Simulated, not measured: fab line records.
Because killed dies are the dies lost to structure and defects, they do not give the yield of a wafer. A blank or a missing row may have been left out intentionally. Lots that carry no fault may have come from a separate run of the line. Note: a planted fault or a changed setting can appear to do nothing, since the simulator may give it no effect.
A struck lot beside a sound one | flow sky130 | 23 steps out of a route of 708
Sound: wafers L281.4, L281.5, L281.6. Struck: wafers L274.3, L274.4, L274.6. At the end, the cause is stated.
Per side, at each step with rows, come the tool, then ch with its chambers, and then its first start. Under that, the readings that differ: sound wafers | struck wafers | difference of the means | sigmas: that difference in standard deviations of wafers without a fault.
alike: words and numbers the same on both sides, and readings whose means are apart by under 2 such deviations; not compared: readings that were withheld, readings missing a value for some wafer, numbers with overlapping values and no deviation given by the record, and bounds like >300 which may hide the same value.
A row with sigmas, a row that says differs or no value, or rows on one side alone: a step with any of these is where the two part. When numbers do not overlap yet have no deviation, they are printed without sigmas and do not part them. A reading missing from all wafers of one side parts the sides only when that side holds two or more wafers.

first, 1 step without rows for these wafers: SKY_POLY_GATE_OXIDATION_20 (stabilise 600 s, purge 300 s, target thk 4 nm).
SKY_POLY_GATE_THK_MEAS_21:
  struck on filmMetro-03, day 20 10:01; sound on filmMetro-02, day 22 21:49
reading                      | sound          | struck         | difference | sigmas
POLY_GATE_OXIDATION_THK (nm) | 3.88 3.90 3.82 | 4.09 4.05 4.21 | +0.25      | +3
SKY_POLY_GATE_CD_MEAS_22:
  struck on cdSem-01, day 20 10:07; sound on cdSem-01, day 22 21:55
  alike: cdNm
then, 7 steps without rows for these wafers: SKY_LDD_N_DEHYDRATE_00 (time 60 s); SKY_LDD_N_HMDS_01 (prime time 60 s); SKY_LDD_N_COAT_02 (resist thk 300 nm); SKY_LDD_N_SOFTBAKE_03 (time 60 s); SKY_LDD_N_EXPOSE_04 (exposes mask NTM, target cd 840 nm); SKY_LDD_N_PEB_05; SKY_LDD_N_DEVELOP_06 (develop time 60 s).
SKY_LDD_N_OVL_MEAS_07:
  struck on overlay-01, day 21 16:07; sound on overlay-02, day 24 03:51
  alike: LDD_N_OVL
then, 1 step without rows for these wafers: SKY_LDD_N_IMPLANT_08.
SKY_LDD_N_IMPLANT_09:
  sound on implanter-01 ch 0, day 24 04:05; struck on implanter-02 ch 0, day 21 16:23
reading          | sound                       | struck                          | difference  | sigmas
beamOnS (s)      | 10.27 10.43 9.97            | 13.32 13.48 13.55               | +3.23       | +16
doseIonsCm2      | 7.496e+13 7.487e+13 7.5e+13 | 1.2087e+14 1.208e+14 1.2076e+14 | +4.5867e+13 | +99 or more
faradayCurrentUA | 412 407 424                 | 510 507 500                     | +91         | +11
  alike: endStationPressureTorr
then, 6 steps without rows for these wafers: SKY_LDD_N_IMPLANT_10; SKY_LDD_N_IMPLANT_11; SKY_LDD_N_IMPLANT_12; SKY_LDD_N_IMPLANT_13; SKY_LDD_N_IMPLANT_14; SKY_LDD_N_IMPLANT_15.
SKY_LDD_N_STRIP_16: strips in O2/N2.
  sound on plasmaAsher-02 ch 0,1, day 24 05:06; struck on plasmaAsher-02 ch 0,1, day 21 17:25
reading                  | sound             | struck            | difference | sigmas
stripTimeToEndpointS (s) | 4.303 4.319 4.313 | 4.446 4.415 4.435 | +0.120     | +10
  alike: chamberPressureMTorr, drypumpMotorCurrentA, oesProductAu
  not compared: rfHoursCounterH
SKY_LDD_N_TW_MEAS_17:
  struck on filmMetro-02, day 21 17:31; sound on filmMetro-04, day 24 05:12
reading  | sound          | struck         | difference | sigmas
LDD_N_TW | 2585 2586 2598 | 2658 2659 2652 | +67        | +6
then, 1 step without rows for these wafers: SKY_LDD_P_DEHYDRATE_00 (time 60 s).
-- a jump in the record: the struck wafers' starts before and after are 27 days apart (it breaks off in module LDD_P and resumes in module PAD_OPEN, where the first step shown is number 708 of the route) --
SKY_PAD_OPEN_PROBE_99:
  struck on prober-02, day 48 13:08; sound on prober-02, day 49 21:49
reading                  | sound             | struck            | difference | sigmas
killedAtContacts         | 25 28 41          | 22 19 20          | -11        | -2
killedOpen               | 46 56 62          | 43 33 40          | -16        | -2
model.etest.tipN.rsOhmSq | 443.2 443.8 444.3 | 404.2 403.4 407.7 | -38.7      | 
  alike: killed_at_M0_to_M3, killed_at_M4_up, killedAtFrontEnd, killedAtOther, killedDies, killedShort

WHERE THEY PART
First at SKY_POLY_GATE_THK_MEAS_21; last, within this record, at SKY_PAD_OPEN_PROBE_99.

WHY: whatever the simulator had introduced
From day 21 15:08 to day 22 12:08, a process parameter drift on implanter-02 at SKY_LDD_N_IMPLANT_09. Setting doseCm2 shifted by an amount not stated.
